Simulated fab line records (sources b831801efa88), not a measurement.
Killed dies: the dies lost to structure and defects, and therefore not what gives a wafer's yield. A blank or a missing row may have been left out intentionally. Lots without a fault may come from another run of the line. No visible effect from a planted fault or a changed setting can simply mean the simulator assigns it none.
A struck lot beside a sound one	flow sky130	15 out of 708 route steps
Sound: the wafers L407.3, L407.4, L407.6. Wafers struck: L416.1, L416.4, L416.5. Last of all comes the cause.
At each step with rows: each side's tool, then ch and its chambers, then its first start. Under that, the readings that differ: sound wafers	struck wafers	difference of the means	sigmas: that difference in standard deviations of wafers without a fault.
alike: words and numbers the same on both sides, and readings whose means are apart by under 2 such deviations; not compared: readings that were withheld, readings missing a value for some wafer, numbers with overlapping values and no deviation given by the record, and bounds like >300 which may hide the same value.
The two part at a step that has a row with sigmas, a row that says differs or no value, or rows on one side only. When numbers do not overlap yet have no deviation, they are printed without sigmas and do not part them. A reading that every wafer of one side lacks parts them only if that side has two wafers or more.

first, 1 step without rows for these wafers: SKY_POLY_GATE_OXIDATION_20 (stabilise 600 s, purge 300 s, target thk 4 nm).
SKY_POLY_GATE_THK_MEAS_21:
  sound: film metro-01 at day 17 13:54; struck: film metro-02 at day 21 16:39
  alike: POLY_GATE_OXIDATION_THK
SKY_POLY_GATE_CD_MEAS_22:
  sound: cd sem-02 at day 17 14:00; struck: cd sem-01 at day 21 16:43
  alike: cd nm
then, 7 steps without rows for these wafers: SKY_LDD_N_DEHYDRATE_00 (time 60 s); SKY_LDD_N_HMDS_01 (prime time 60 s); SKY_LDD_N_COAT_02 (resist thk 300 nm); SKY_LDD_N_SOFTBAKE_03 (time 60 s); SKY_LDD_N_EXPOSE_04 (exposes mask NTM, target cd 840 nm); SKY_LDD_N_PEB_05; SKY_LDD_N_DEVELOP_06 (develop time 60 s).
SKY_LDD_N_OVL_MEAS_07:
  sound: overlay-01 at day 18 20:20; struck: overlay-02 at day 22 23:25
  alike: LDD_N_OVL
after that, 1 step had no rows for these wafers: SKY_LDD_N_IMPLANT_08.
SKY_LDD_N_IMPLANT_09:
  sound on implanter-01 ch 0, day 18 20:34; struck on implanter-02 ch 0, day 22 23:37
reading	sound	struck	difference	sigmas
dose ions cm2	7.499e+13 7.5e+13 7.516e+13	6.266e+13 6.271e+13 6.275e+13	-1.234e+13	-99 or more
faraday current uA	418 418 424	354 346 364	-65	-7
after that, 1 step had no rows for these wafers: SKY_LDD_N_IMPLANT_10.
-- record jumps: 26 days separate the struck wafers' starts on either side; left off in module LDD_N, taken up again in module PAD_OPEN, whose first shown step is the route's number 708 --
SKY_PAD_OPEN_PROBE_99:
  sound: prober-02 at day 46 17:56; struck: prober-01 at day 49 04:57
reading	sound	struck	difference	sigmas
model.etest.tip n.rs ohm sq	444.5 445.3 443.6	447.5 449 447.9	+3.7	
  alike: killed_at_M0_to_M3, killed_at_M4_up, killed at contacts, killed at front end, killed at other, killed dies, killed open, killed short

## WHERE THEY PART
Only at SKY_LDD_N_IMPLANT_09, as far as this record shows. Later steps at which nothing parts them and some readings are alike: SKY_PAD_OPEN_PROBE_99.

WHY: the cause the simulator had injected
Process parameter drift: implanter-02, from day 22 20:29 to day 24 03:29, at SKY_LDD_N_IMPLANT_09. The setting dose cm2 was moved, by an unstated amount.
